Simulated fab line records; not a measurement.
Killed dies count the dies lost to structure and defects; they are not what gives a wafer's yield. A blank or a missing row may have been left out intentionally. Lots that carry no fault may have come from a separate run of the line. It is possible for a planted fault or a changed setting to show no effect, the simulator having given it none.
Which of the tools did it? -- flow gf180mcu -- 36 wafers from 12 lots sampled at 5 of the route's 602 steps

== WHAT THE GAUGES READ, wafer by wafer ==
GF_VT_IMPLANT_TW_MEAS_10. Usual: VT_IMPLANT_TW typically reads 565, with standard deviation 4.
lot,measured,on,VT_IMPLANT_TW,flag
L928,day 6 07:08,film-metro-01,563 561 562,
L929,day 6 15:50,film-metro-03,564 564 564,
L930,day 6 20:33,film-metro-03,563 565 563,
L931,day 7 01:19,film-metro-03,561 565 564,
L933,day 7 21:44,film-metro-04,563 564 563,
L934,day 8 10:49,film-metro-01,561 561 563,
L938,day 9 08:46,film-metro-03,566 567 569,
L940,day 9 09:17,film-metro-03,566 571 569,
L939,day 9 09:37,film-metro-01,562 561 560,
L941,day 9 19:20,film-metro-04,565 562 565,
L943,day 10 07:02,film-metro-03,566 563 566,
L942,day 10 07:54,film-metro-04,565 565 568,

GF_POLY_GATE_THK_MEAS_01. Usual: POLY_GATE_CVD_00_THK typically reads 200.7 nm, with standard deviation 2.
lot,measured,on,POLY_GATE_CVD_00_THK (nm),flag
L928,day 9 05:26,film-metro-02,200.9 201.1 201.4,
L929,day 9 14:16,film-metro-01,202.6 204.1 201.1,
L930,day 9 19:16,film-metro-01,204.3 204.4 202.4,
L931,day 10 04:05,film-metro-02,200.2 199.8 200.1,
L933,day 11 04:05,film-metro-02,201.9 200.9 201.7,
L934,day 11 14:02,film-metro-01,200.9 201.6 202.0,
L938,day 12 12:58,film-metro-01,199.6 199.8 198.1,
L940,day 12 17:05,film-metro-03,257.9 240.7 218.2 257.9 240.6 218.5,OFF
L939,day 12 21:02,film-metro-03,363.4 360.1 349.5 363.9 360.1 349.7,OFF
L941,day 13 04:11,film-metro-03,241.2 226.4 218.9 241.3 226.2 219.2,OFF
L943,day 13 16:25,film-metro-01,198.3 199.8 200.5,
L942,day 13 17:58,film-metro-01,200.5 199.1 199.3,

GF_POLY_GATE_OVL_MEAS_11. Usual: POLY_GATE_OVL typically reads -2 nm, with standard deviation 6.1.
lot,measured,on,POLY_GATE_OVL (nm),flag
L928,day 9 22:22,overlay-01,5 -1 -3,
L929,day 10 07:49,overlay-01,-10 -2 -3,
L930,day 10 13:00,overlay-02,-2 4 6,
L931,day 10 22:15,overlay-01,1 7 9,
L933,day 11 22:15,overlay-02,-4 1 -2,
L934,day 12 08:17,overlay-02,-1 -11 -15,
L938,day 13 08:49,overlay-02,11 5 2,
L940,day 13 12:58,overlay-01,-1 0 -4,
L941,day 13 23:49,overlay-02,-5 -1 -6,
L943,day 14 13:22,overlay-01,-12 -19 -10,
L942,day 14 14:24,overlay-02,-2 -2 1,

== TOOL THAT RAN EACH LOT (tool first, then ch and the chambers of the sampled wafers, then the start) ==
lot,GF_VT_IMPLANT_STRIP_20,GF_POLY_GATE_CVD_00
L928,"plasma-asher-03 ch 0,1, day 6 21:53","lpcvd-01 ch 1, day 9 04:05"
L929,"plasma-asher-03 ch 0,1, day 7 06:23","lpcvd-02 ch 0, day 9 12:16"
L930,"plasma-asher-02 ch 0,1, day 7 11:55","lpcvd-01 ch 0, day 9 17:55"
L931,"plasma-asher-04 ch 0,1, day 7 17:20","lpcvd-02 ch 0, day 10 02:04"
L933,"plasma-asher-02 ch 0,1, day 8 14:25","lpcvd-01 ch 0, day 11 02:44"
L934,"plasma-asher-02 ch 0,1, day 9 04:04","lpcvd-01 ch 1, day 11 12:42"
L938,"plasma-asher-03 ch 0,1, day 10 01:53","lpcvd-01 ch 0, day 12 11:37"
L940,"plasma-asher-03 ch 0,1, day 10 02:32","lpcvd-01 ch 0, day 12 15:44"
L939,"plasma-asher-03 ch 0,1, day 10 03:10","lpcvd-01 ch 0, day 12 19:41"
L941,"plasma-asher-03 ch 0,1, day 10 12:37","lpcvd-01 ch 1, day 13 02:50"
L943,"plasma-asher-02 ch 0,1, day 11 00:44","lpcvd-02 ch 1, day 13 15:04"
L942,"plasma-asher-02 ch 0,1, day 11 01:21","lpcvd-02 ch 1, day 13 16:37"
- GF_VT_IMPLANT_STRIP_20: strips in O2/N2.
- GF_POLY_GATE_CVD_00: deposits poly-Si, target thk 200 nm, time 1200 s.

== AS READ BY THE TOOLS THEMSELVES (means over the sampled wafers that have a number; for cases with no such wafer, the mark the record gives instead) ==
GF_VT_IMPLANT_STRIP_20. Usual: drypump-motor-current-A 5.9 A, standard deviation 0.45; heater-power-w 341 W, standard deviation 23; oes-product-au 0.716 a.u., standard deviation 0.0044; strip-time-to-endpoint-s 12.62 s, standard deviation 0.031.
lot,tool,drypump-motor-current-A (A),heater-power-w (W),oes-product-au (a.u.),strip-time-to-endpoint-s (s),flag
L928,plasma-asher-03,6.2,328,0.721,12.63,
L929,plasma-asher-03,6.2,325,0.718,12.67,
L930,plasma-asher-02,5.8,358,0.712,12.68,
L931,plasma-asher-04,5.1,295,0.717,12.61,
L933,plasma-asher-02,5.8,358,0.719,12.63,
L934,plasma-asher-02,5.5,364,0.715,12.59,
L938,plasma-asher-03,6.2,326,0.717,12.60,
L940,plasma-asher-03,6.2,336,0.719,12.60,
L939,plasma-asher-03,6.2,338,0.719,12.63,
L941,plasma-asher-03,6.2,328,0.721,12.68,
L943,plasma-asher-02,5.7,358,0.718,12.61,
L942,plasma-asher-02,5.8,359,0.715,12.62,

GF_POLY_GATE_CVD_00. Usual: pressure-mtorr 199.9 mTorr, standard deviation 0.38; spike-tc-bottom-C 642.5 C, standard deviation 1.8; spike-tc-centre-C 620.8 C, standard deviation 2; spike-tc-lower-C 619.7 C, standard deviation 1.1; spike-tc-top-C 639.7 C, standard deviation 1.7; susceptor-temp-C 620.03 C, standard deviation 0.26; zone-power-bottom-pct 13.7 %, standard deviation 1.5; zone-power-centre-pct 8.8 %, standard deviation 0.98; zone-power-lower-pct 9.7 %, standard deviation 0.33.
lot,tool,pressure-mtorr (mTorr),spike-tc-bottom-C (C),spike-tc-centre-C (C),spike-tc-lower-C (C),spike-tc-top-C (C),susceptor-temp-C (C),zone-power-bottom-pct (%),zone-power-centre-pct (%),zone-power-lower-pct (%),flag
L928,lpcvd-01,200.3,645.1,619.4,619.7,638.8,620.24,13.3,9.3,10.0,
L929,lpcvd-02,200.2,639.1,620.7,619.5,638.9,620.16,17.2,10.5,9.9,
L930,lpcvd-01,200.1,642.6,621.9,619.5,641.2,620.14,12.7,7.8,9.5,
L931,lpcvd-02,200.3,639.5,620.9,620.3,637.8,619.86,17.1,10.5,9.9,
L933,lpcvd-01,200.2,643.2,622.7,618.9,641.6,620.10,12.8,7.8,9.5,
L934,lpcvd-01,200.2,643.6,618.5,619.6,638.7,620.16,13.2,9.2,10.1,
L938,lpcvd-01,199.9,642.5,623.2,619.1,641.1,620.10,12.9,7.9,9.6,
L940,lpcvd-01,200.4,631.4,615.0,680.3,641.9,619.81,8.6,3.5,21.7,OFF
L939,lpcvd-01,200.0,631.0,614.2,681.0,640.9,620.13,8.5,3.5,21.5,OFF
L941,lpcvd-01,200.0,632.4,609.8,680.4,638.2,619.97,9.0,4.1,22.9,OFF
L943,lpcvd-02,199.6,643.5,620.0,621.9,640.5,620.02,13.3,8.0,9.0,
L942,lpcvd-02,199.8,643.7,620.0,621.2,640.3,620.13,13.2,8.0,9.0,

== THE ANSWER, worked out from the rows above alone ==
Rule: lot off if the mean of its wafers having a number is beyond 3 standard deviations from the usual mean. A lot without any number at a reading at which 4 lots or more have one is off too. Where the step has rows for the other lots, those lots are counted as sound. Order of review: gauges by route order, followed by the tools' own readings, for which a lot's mean as printed above is used. At the first step where some lot is off, the reading lying furthest off is the one used; lots without a number count as furthest.
Off: L940, L939, L941, seen at GF_POLY_GATE_THK_MEAS_01 (POLY_GATE_CVD_00_THK).
If a tool, at a process step before that reading, ran all the lots that are off and no sound lot after the first of them, it fits. Not tried: the gauges at GF_POLY_GATE_THK_MEAS_01; whatever is off there is also off at GF_POLY_GATE_CVD_00, on other tools, and gauge error can't account for it. Undecided on this evidence; 2 tools fit (plasma-asher-03 at GF_VT_IMPLANT_STRIP_20, lpcvd-01 at GF_POLY_GATE_CVD_00).

== WHAT THE SIMULATOR HAD INSERTED ==
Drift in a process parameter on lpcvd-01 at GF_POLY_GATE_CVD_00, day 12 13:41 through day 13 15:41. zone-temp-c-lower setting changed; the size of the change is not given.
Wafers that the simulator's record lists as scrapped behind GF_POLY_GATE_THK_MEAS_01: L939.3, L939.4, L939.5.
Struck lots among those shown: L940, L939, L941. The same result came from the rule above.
